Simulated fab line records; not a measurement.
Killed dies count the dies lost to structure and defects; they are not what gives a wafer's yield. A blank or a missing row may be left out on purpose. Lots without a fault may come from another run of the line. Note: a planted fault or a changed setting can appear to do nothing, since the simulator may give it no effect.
Which tool is to blame?    flow gf180mcu    13 lots, 39 wafers sampled, at 4 steps of a route of 602

WHAT THE GAUGES READ, wafer by wafer
GF_V5_CD_MEAS_14 targets a cd of 260 nm. Usual: cd nm 260.0 nm, standard deviation 1.1.
lot   measured      on         cd nm (nm)         flag
L279  day 28 09:53  cd sem-01  259.1 258.8 259.3  
L281  day 28 16:39  cd sem-02  259.3 258.6 258.5  
L280  day 28 18:05  cd sem-01  259.2 259.4 259.2  
L282  day 29 03:28  cd sem-01  258.4 260.4 259.9  
L283  day 29 07:43  cd sem-01  259.8 260.5 260.4  
L284  day 29 19:20  cd sem-02  259.2 259.2 259.6  
L285  day 29 23:07  cd sem-01  260.1 259.6 258.7  
L286  day 30 06:04  cd sem-01  261.3 261.3 261.2  
L287  day 30 14:37  cd sem-02  259.2 259.5 260.4  
L288  day 30 22:06  cd sem-02  259.9 259.8 258.5  
L289  day 31 03:14  cd sem-02  261.3 260.8 261.5  
L295  day 32 14:28  cd sem-02  261.0 261.4 261.9  
L296  day 32 19:47  cd sem-02  260.5 260.9 259.7  

GF_TOP_METAL_RS_MEAS_05: uses a four-point probe to measure. Usual: TOP_METAL_ALCU_RS gives 0.0329 ohm/sq (standard deviation 0.00036).
lot   measured      on             TOP_METAL_ALCU_RS (ohm/sq)  flag
L279  day 28 11:38  film metro-02  0.0329 0.0333 0.0327        
L281  day 28 18:25  film metro-02  0.0330 0.0332 0.0330        
L280  day 28 19:52  film metro-04  0.0329 0.0333 0.0333        
L282  day 29 05:13  film metro-02  0.0326 0.0324 0.0326        
L283  day 29 09:29  film metro-04  0.0333 0.0331 0.0332        
L284  day 29 21:32  film metro-02  0.0328 0.0330 0.0331        
L285  day 30 00:53  film metro-04  0.0332 0.0330 0.0331        
L286  day 30 08:14  film metro-03  0.0321 0.0324 0.0321        
L287  day 30 16:25  film metro-04  0.0325 0.0327 0.0327        
L288  day 30 23:54  film metro-04  0.0325 0.0331 0.0328        
L289  day 31 05:01  film metro-03  0.0325 0.0323 0.0323        
L295  day 32 16:13  film metro-03  0.0331 0.0329 0.0333        
L296  day 32 21:32  film metro-03  0.0331 0.0330 0.0327        

TOOL THAT RAN EACH LOT (tool first, then ch and the chambers of the sampled wafers, then the start)
lot   GF_V5_STRIP_19                   GF_V5_SPUTTER_21
L279  wet bench-03 ch 1, day 28 10:18  pvd sputter-02, day 28 10:44
L281  wet bench-01 ch 2, day 28 17:04  pvd sputter-01, day 28 17:30
L280  wet bench-03 ch 0, day 28 18:30  pvd sputter-02, day 28 18:58
L282  wet bench-04 ch 1, day 29 03:50  pvd sputter-02, day 29 04:16
L283  wet bench-01 ch 3, day 29 08:07  pvd sputter-04, day 29 08:33
L284  wet bench-03 ch 3, day 29 19:42  pvd sputter-04, day 29 20:35
L285  wet bench-01 ch 2, day 29 23:31  pvd sputter-02, day 29 23:57
L286  wet bench-04 ch 3, day 30 06:28  pvd sputter-01, day 30 07:18
L287  wet bench-01 ch 0, day 30 15:01  pvd sputter-01, day 30 15:29
L288  wet bench-01 ch 0, day 30 22:27  pvd sputter-04, day 30 22:56
L289  wet bench-01 ch 2, day 31 03:39  pvd sputter-01, day 31 04:06
L295  wet bench-03 ch 1, day 32 14:49  pvd sputter-01, day 32 15:15
L296  wet bench-01 ch 1, day 32 20:12  pvd sputter-02, day 32 20:38
- GF_V5_STRIP_19: strips in post etch residue remover, time 1200 s.
- GF_V5_SPUTTER_21: material Ti, target thk 15 nm, time 80.02 s.

AS READ BY THE TOOLS THEMSELVES (means over the sampled wafers that have a number; for cases with no such wafer, the mark the record gives instead)
GF_V5_SPUTTER_21. Usual: substrate temp c 199.98 C, standard deviation 0.17; throttle valve pct 30.4 %, standard deviation 1.
lot   tool            substrate temp c (C)  throttle valve pct (%)  flag
L279  pvd sputter-02  200.03                30.4                    
L281  pvd sputter-01  199.76                30.9                    
L280  pvd sputter-02  200.01                30.4                    
L282  pvd sputter-02  200.08                31.0                    
L283  pvd sputter-04  199.91                30.0                    
L284  pvd sputter-04  199.95                29.4                    
L285  pvd sputter-02  200.29                30.3                    
L286  pvd sputter-01  199.96                31.2                    
L287  pvd sputter-01  199.88                31.5                    
L288  pvd sputter-04  200.00                29.2                    
L289  pvd sputter-01  199.94                31.2                    
L295  pvd sputter-01  199.86                30.5                    
L296  pvd sputter-02  199.97                30.0                    

THE ANSWER, worked out from the rows above alone
Rule: take the mean of a lot's wafers that have a number; if it is more than 3 standard deviations from the usual mean, the lot is off. Also off: a lot with no number at a reading for which 4 or more lots have one. All remaining lots with rows at the step are treated as sound. Order of review: gauges by route order, followed by the tools' own readings, for which a lot's mean as printed above is used. The first step at which some lot is off is used, and at that step the reading that is off furthest; a lot without a number counts as furthest.
Nothing can be told from this: no lot is off at any reading shown.

WHAT THE SIMULATOR PUT IN
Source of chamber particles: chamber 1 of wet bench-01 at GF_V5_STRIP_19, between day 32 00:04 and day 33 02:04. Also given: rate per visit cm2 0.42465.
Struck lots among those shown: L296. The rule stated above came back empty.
